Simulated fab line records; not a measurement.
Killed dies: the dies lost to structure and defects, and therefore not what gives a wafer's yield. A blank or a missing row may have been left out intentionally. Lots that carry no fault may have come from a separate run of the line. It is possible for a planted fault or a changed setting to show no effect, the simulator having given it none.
Which tool was responsible? || flow gf180mcu || 6 lots with 17 wafers sampled at 3 steps, on a route of 602 steps

== WHAT THE GAUGES READ, wafer by wafer ==
GF_HV_LDD_CD_MEAS_31: target cd 400 nm.
{"lot": "L814", "measured": "day 12 15:47", "on": "cdSem-02", "cdNm (nm)": "399.8 398.1 399.8"}
{"lot": "L818", "measured": "day 13 21:59", "on": "cdSem-02", "cdNm (nm)": "394.3 394.2 393.9"}
{"lot": "L823", "measured": "day 15 10:41", "on": "cdSem-02", "cdNm (nm)": "400.0 398.3 400.0"}
{"lot": "L825", "measured": "day 15 23:59", "on": "cdSem-01", "cdNm (nm)": "402.8 402.3"}
{"lot": "L827", "measured": "day 16 15:40", "on": "cdSem-02", "cdNm (nm)": "411.1 409.3 407.7"}
{"lot": "L835", "measured": "day 19 18:13", "on": "cdSem-01", "cdNm (nm)": "397.8 396.6 398.2"}

== TOOL THAT RAN EACH LOT (tool first, then ch and the chambers of the sampled wafers, then the start) ==
{"lot": "L814", "GF_DUAL_GATE_STRIP_13": "plasmaAsher-02 ch 0,1, day 9 07:22", "GF_HV_LDD_COAT_26": "lithoTrack-03 ch 0, day 12 06:02"}
{"lot": "L818", "GF_DUAL_GATE_STRIP_13": "plasmaAsher-01 ch 0,1, day 10 08:46", "GF_HV_LDD_COAT_26": "lithoTrack-01 ch 0, day 13 11:32"}
{"lot": "L823", "GF_DUAL_GATE_STRIP_13": "plasmaAsher-02 ch 0,1, day 11 18:15", "GF_HV_LDD_COAT_26": "lithoTrack-01 ch 0, day 14 23:19"}
{"lot": "L825", "GF_DUAL_GATE_STRIP_13": "plasmaAsher-04 ch 1, day 12 06:51", "GF_HV_LDD_COAT_26": "lithoTrack-02 ch 0, day 15 13:00"}
{"lot": "L827", "GF_DUAL_GATE_STRIP_13": "plasmaAsher-04 ch 0,1, day 12 19:13", "GF_HV_LDD_COAT_26": "lithoTrack-02 ch 0, day 16 03:56"}
{"lot": "L835", "GF_DUAL_GATE_STRIP_13": "plasmaAsher-04 ch 0,1, day 15 13:06", "GF_HV_LDD_COAT_26": "lithoTrack-01 ch 0, day 19 05:50"}
- GF_DUAL_GATE_STRIP_13: strips in O2/N2.
- GF_HV_LDD_COAT_26: resist thk 1000 nm.

== THE ANSWER, worked out from the rows above alone ==
Rule: usual is defined by the lots themselves. Put in order of their means at a reading, lots are off if they are a third of the lots or fewer, leave a main group of 4 or more, and stand apart from it by a gap of 3 or more times the standard deviation of the main group's means; of several such gaps the widest counts. A main group is skipped when, at the precision printed for the reading in the tables above, its means are all equal. Also off: a lot with no number at a reading for which 4 or more lots have one. The other lots that the step has rows for count as sound.
None of the lots is off at any reading shown; this tells nothing.

== WHAT THE SIMULATOR HAD INSERTED ==
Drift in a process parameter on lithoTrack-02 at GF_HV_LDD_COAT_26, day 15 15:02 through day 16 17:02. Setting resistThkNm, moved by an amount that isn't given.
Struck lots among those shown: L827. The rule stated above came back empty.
